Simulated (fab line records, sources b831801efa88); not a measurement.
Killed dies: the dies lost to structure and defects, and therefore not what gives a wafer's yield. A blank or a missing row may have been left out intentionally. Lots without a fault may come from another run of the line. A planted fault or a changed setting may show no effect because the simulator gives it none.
Split-lot trial	flow sky130	5 lots, 27 wafers read, on a route of 708 steps

== ON THE SPLIT ==
At SKY_METAL1_METAL_ETCH_19 (etches the open film in Cl2/BCl3, stops on SiO2, target depth 360 nm, time 78 s), the setting target-depth-a was moved away from the recipe's 3600 angstrom on 12 of the 27 wafers read, by +32.2% to +52.2%. This setting was run at the recipe's value on the other wafers.

No step appears in the file between the split and the reading.

== THE READING ==
oes-product-au, in a.u., at SKY_METAL1_STRIP_20 (strips in O2/N2). Typical for fault-free wafers on this fab line: 0.343 a.u., with standard deviation 0.0049 a.u.

wafer	tool, chamber at the split	target-depth-a as run, angstrom	against the recipe	oes-product-au, a.u.	against lot-mates on the recipe
L074.2	rie-metal-01, 1	3600	recipe	0.345	-
L074.3	rie-metal-01, 1	3600	recipe	0.344	-
L074.5	rie-metal-01, 0	3600	recipe	0.349	-
L076.1	rie-metal-04, 1	3600	recipe	0.344	-
L076.2	rie-metal-04, 0	3600	recipe	0.342	-
L076.3	rie-metal-04, 0	4759	+32.2%	0.317	-0.025
L076.4	rie-metal-04, 1	4759	+32.2%	0.306	-0.036
L076.5	rie-metal-04, 0	4759	+32.2%	0.306	-0.036
L076.6	rie-metal-04, 1	3600	recipe	0.339	-
L081.1	rie-metal-01, 0	5481	+52.2%	0.285	-0.054
L081.2	rie-metal-01, 1	3600	recipe	0.335	-
L081.3	rie-metal-01, 1	5481	+52.2%	0.281	-0.058
L081.4	rie-metal-01, 0	3600	recipe	0.343	-
L081.5	rie-metal-01, 1	3600	recipe	0.338	-
L081.6	rie-metal-01, 0	5481	+52.2%	0.284	-0.055
L082.1	rie-metal-03, 1	3600	recipe	0.345	-
L082.2	rie-metal-03, 0	4811	+33.6%	0.298	-0.045
L082.3	rie-metal-03, 1	3600	recipe	0.349	-
L082.4	rie-metal-03, 0	3600	recipe	0.334	-
L082.5	rie-metal-03, 1	4811	+33.6%	0.302	-0.041
L082.6	rie-metal-03, 0	4811	+33.6%	0.305	-0.038
L085.1	rie-metal-04, 0	3600	recipe	0.341	-
L085.2	rie-metal-04, 1	5092	+41.4%	0.297	-0.047
L085.3	rie-metal-04, 0	3600	recipe	0.350	-
L085.4	rie-metal-04, 1	3600	recipe	0.341	-
L085.5	rie-metal-04, 0	5092	+41.4%	0.313	-0.031
L085.6	rie-metal-04, 1	5092	+41.4%	0.299	-0.045

THE FIT
A straight line over all 27 wafers: oes-product-au changes by -0.00109 a.u. for each +1% of target-depth-a; r = -0.97; the points scatter about the line by 0.0055 a.u.
The same after taking each lot's own level away (the mean of its wafers on the recipe; 27 wafers): -0.00106 a.u. for each +1%; r = -0.98; scatter 0.005 a.u.
According to that fit, moving target-depth-a by its largest amount changes the reading by 0.055 a.u.
From 0.3387 to 0.3460 a.u.: that is the span of the lots' own levels, equal to 1.5 times the standard deviation above.
So the lot-to-lot level changes the slope little: the two slopes agree.
Check: with one of the wafers moved furthest among these (+52.2%) left out of the fit, the line predicts -0.0555 a.u. for it against its lot-mates. It came out at -0.0537 a.u. against them.
Tool readings at the split's step, against how far the setting was moved: oes-product-au r = -0.99.

== THE OTHER SPLITS THESE WAFERS WENT THROUGH ==
Other splits were also applied to these wafers ahead of the reading. Each is held against what the fit with the lots' levels taken away leaves over:
other split on the same wafers	wafers away from the commonest value	r with oes-product-au (lot level and that fit taken away)
SKY_CONTACT_ETCH_16 time-s	9	+0.18

== THE WHOLE CHAIN: every reading that the file lists as answering this split, in the file's order ==
step	what it does	reading	change (the file's fit)	r (the file's)
SKY_METAL1_METAL_ETCH_19	etches the open film in Cl2/BCl3, stops on SiO2, target depth 360 nm, time 78 s	oes-product-au	-0.0034 a.u. for each +1% of the setting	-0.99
SKY_METAL1_METAL_ETCH_19	etches the open film in Cl2/BCl3, stops on SiO2, target depth 360 nm, time 78 s	KrF-thick_of_METAL1_COAT_10.thk-nm (the simulator's own value, which no gauge read)	-2.39 nm for each +1% of the setting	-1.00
SKY_METAL1_METAL_ETCH_19	etches the open film in Cl2/BCl3, stops on SiO2, target depth 360 nm, time 78 s	METAL1.cd-nm (the simulator's own value, which no gauge read)	-0.26 nm for each +1% of the setting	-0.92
SKY_METAL1_METAL_ETCH_19	etches the open film in Cl2/BCl3, stops on SiO2, target depth 360 nm, time 78 s	SiO2_of_CONTACT_HDPCVD_02.thk-nm (the simulator's own value, which no gauge read)	-0.113 nm for each +1% of the setting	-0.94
SKY_METAL1_STRIP_20	strips in O2/N2	oes-product-au	-0.00106 a.u. for each +1% of the setting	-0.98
SKY_METAL1_STRIP_20	strips in O2/N2	strip-time-to-endpoint-s	withheld for each +1% of the setting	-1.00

== THE FILE'S OWN FIT ==
oes-product-au changes by -0.00106 a.u. for each +1% of target-depth-a, r = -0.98.
